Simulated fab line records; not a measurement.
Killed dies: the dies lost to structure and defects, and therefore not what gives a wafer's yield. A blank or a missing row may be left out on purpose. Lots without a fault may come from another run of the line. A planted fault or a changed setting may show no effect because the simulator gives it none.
One fault seen from 2 desks -- flow gf180mcu -- numbers are kept per desk, each desk with only its own; the story behind them comes last

THE METROLOGY DESK
Means of the sampled wafers that have a number, per lot and without regard to the tool the lot ran on: this is what the gauges read. Any lot whose mean is over 4 standard deviations away from the usual mean is out of limits and marked OUT; that distance is given in the brackets.
Columns: A = MIM_ALCU_RS at GF_MIM_RS_MEAS_10, usual 0.1590 ohm/sq
lot,first seen here,A
L728,day 24 08:03,0.1593
L730,day 25 06:11,0.1602
L732,day 25 18:19,0.1610
L735,day 27 00:41,0.1593
L736,day 27 06:07,0.1557
L737,day 27 17:34,0.1592
L739,day 28 03:00,0.1631
L743,day 29 06:30,0.1599
L744,day 29 13:04,0.1577
L745,day 29 21:43,0.1575
L751,day 31 07:54,0.1598
This desk's finding: nothing out of limits on any of the 11 lots.

TOOL OWNER'S DESK, rie_metal-03
The tool's own readings at GF_M5_METAL_ETCH_10 (etches the open film in Cl2/BCl3, stops on SiO2, target depth 750.8 nm, time 125.1 s): means of the sampled wafers that have a number, for each lot that ran on this tool. Any lot whose mean is over 4 standard deviations away from the usual mean is out of limits and marked OUT; that distance is given in the brackets.
Columns: A = bias_w at GF_M5_METAL_ETCH_10, usual 140.0 W; B = drypump_motor_current_A at GF_M5_METAL_ETCH_10, usual 5.6 A; C = oes_product_au at GF_M5_METAL_ETCH_10, usual 0.991 a.u.; D = throttle_valve_pct at GF_M5_METAL_ETCH_10, usual 28.229 %
lot,first seen here,A,B,C,D
L730,day 27 00:40,140.1,5.5,0.996,28.220
L732,day 27 11:49,140.5,5.3,0.988,28.236
L737,day 29 08:19,140.6,5.7,0.993,28.217
L743,day 30 18:49,181.2 (+90) OUT,5.6,0.996,28.218
L744,day 31 02:04,181.2 (+90) OUT,5.3,1.001,28.220
Finding of this desk: L743, L744 out of limits; the first was L743 at day 30 18:49, on bias_w at GF_M5_METAL_ETCH_10. L730, L732, L737 stayed within limits.

TAKEN TOGETHER
At day 30 18:49, on L743, L744, the tool owner's desk was in a position to raise an alarm.
Metrology desk: nothing out of limits seen.
The metrology desk has L743, L744 on record, within its limits.
The lots listed all ran GF_M5_METAL_ETCH_10 on rie_metal-03.

WHAT THE SIMULATOR HAD PUT IN
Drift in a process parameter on rie_metal-03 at GF_M5_METAL_ETCH_10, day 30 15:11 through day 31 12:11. From 140, the setting bias_w moved by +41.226. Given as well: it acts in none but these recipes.
Shown lots that were struck: L743, L744.
How many hours passed from the start of the fault until each desk's first out-of-limits reading: the tool owner's desk, 4.
